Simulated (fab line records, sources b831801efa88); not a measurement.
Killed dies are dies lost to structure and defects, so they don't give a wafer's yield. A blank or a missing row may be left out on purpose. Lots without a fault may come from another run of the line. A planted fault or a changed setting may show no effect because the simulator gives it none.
Problem report in the 8D (eight disciplines) form, filled by code | flow sky130 | the parts of the form that need people (team, actions taken, sign-off) are left out

1. THE PROBLEM
cd_nm at SKY_LOCAL_INTERCONNECT_CD_MEAS_11 reads a mean of 102.2 nm on 3 wafers of 1 lot; wafers without a fault read 170.5 nm with a standard deviation of 1.3. That is -53 standard deviations from the usual mean.
The step: target cd 170 nm.
First seen on wafer L723.1, day 34 03:19, on cd_sem-01. The record holds 36 wafers of 12 lots with a number at this step. Rule for "out", or "out of limits": more than 4 standard deviations from the usual mean. The other wafers with a number count as sound.

2. WHAT IT IS AND WHAT IT IS NOT
question                    | is                     | is not
which readings at this step | cd_nm                  | -
which lots                  | L723                   | L713, L714, L715, L718, L720, L724, L726, L731, L734, L735, L736
which wafers of those lots  | all that have a number | -
read on which gauges        | cd_sem-01              | cd_sem-02
when                        | from day 34 03:19      | up to then (15 sound wafers); but 18 sound wafers of L724, L726, L731, L734, L735, L736 came after

3. SUSPECTS, AND WHAT RULES EACH OUT
Counting: a tool at a process step up to the reading stays a suspect if it ran every lot that is out and no sound lot after the first of them.
- the gauge at SKY_LOCAL_INTERCONNECT_CD_MEAS_11: ruled out. All the wafers that are out were read on cd_sem-01, but those of them that SKY_LOCAL_INTERCONNECT_EXPOSE_08 has rows for are out there too, on other tools.
- cvd_w-02 at SKY_LI_CONTACT_CVD_21 (deposits W, target thk 400 nm, time 120.56 s): ruled out as a lasting fault. Sound lots L726, L731, L734 ran on it after its first lot that is out, L723 (day 33 00:05).
- krf_scanner-01 at SKY_LOCAL_INTERCONNECT_EXPOSE_08 (exposes mask LI1M, target cd 170 nm): ruled out as a lasting fault. Sound lots L731, L734, L735, L736 ran on it after its first lot that is out, L723 (day 33 14:08).
Left after counting: nothing in the record.

4. THE CAUSE (what the simulator had put in)
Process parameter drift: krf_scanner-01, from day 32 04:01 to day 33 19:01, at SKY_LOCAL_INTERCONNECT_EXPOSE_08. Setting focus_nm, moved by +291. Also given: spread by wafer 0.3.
Counting ruled it out, wrongly: the rule takes a fault to strike every lot that its tool runs from its start on, and this one did not.

5. THE CHAIN OF EFFECTS, in route order
Each row: a reading whose mean over the struck wafers that have a number lies more than 3 standard deviations from the usual. Only readings for which the record gives a usual standard deviation are gone through. hours: the time from each lot's start at the first step in this table that gives one to its start at this step, as a median over the lots. sigmas: the change in usual standard deviations.
hours | step                              | reading              | usual    | on struck wafers | change | sigmas
0     | SKY_LOCAL_INTERCONNECT_EXPOSE_08  | exposure_dose_mJ_cm2 | 27.97    | 26.23            | -1.74  | -54
13    | SKY_LOCAL_INTERCONNECT_CD_MEAS_11 | cd_nm                | 170.5 nm | 102.2            | -68.3  | -53
361   | SKY_PAD_OPEN_PROBE_99             | killed_at_contacts   | 25       | 364              | +339   | +64
361   | SKY_PAD_OPEN_PROBE_99             | killed_dies          | 87       | 418              | +331   | +37
361   | SKY_PAD_OPEN_PROBE_99             | killed_on_rim        | 17       | 81               | +64    | +17
The process steps in it:
- SKY_LOCAL_INTERCONNECT_EXPOSE_08: exposes mask LI1M, target cd 170 nm.
- SKY_PAD_OPEN_PROBE_99

6. WHAT WOULD HAVE CAUGHT IT SOONER
In this record the first reading out of limits at a measuring or inspecting step was taken at day 34 03:19, 47 hours after the fault began at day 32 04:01.
The tool's own readings at SKY_LOCAL_INTERCONNECT_EXPOSE_08 were out on every struck wafer that the step has a row for (exposure_dose_mJ_cm2): an alarm limit on them would have fired on the first of those.
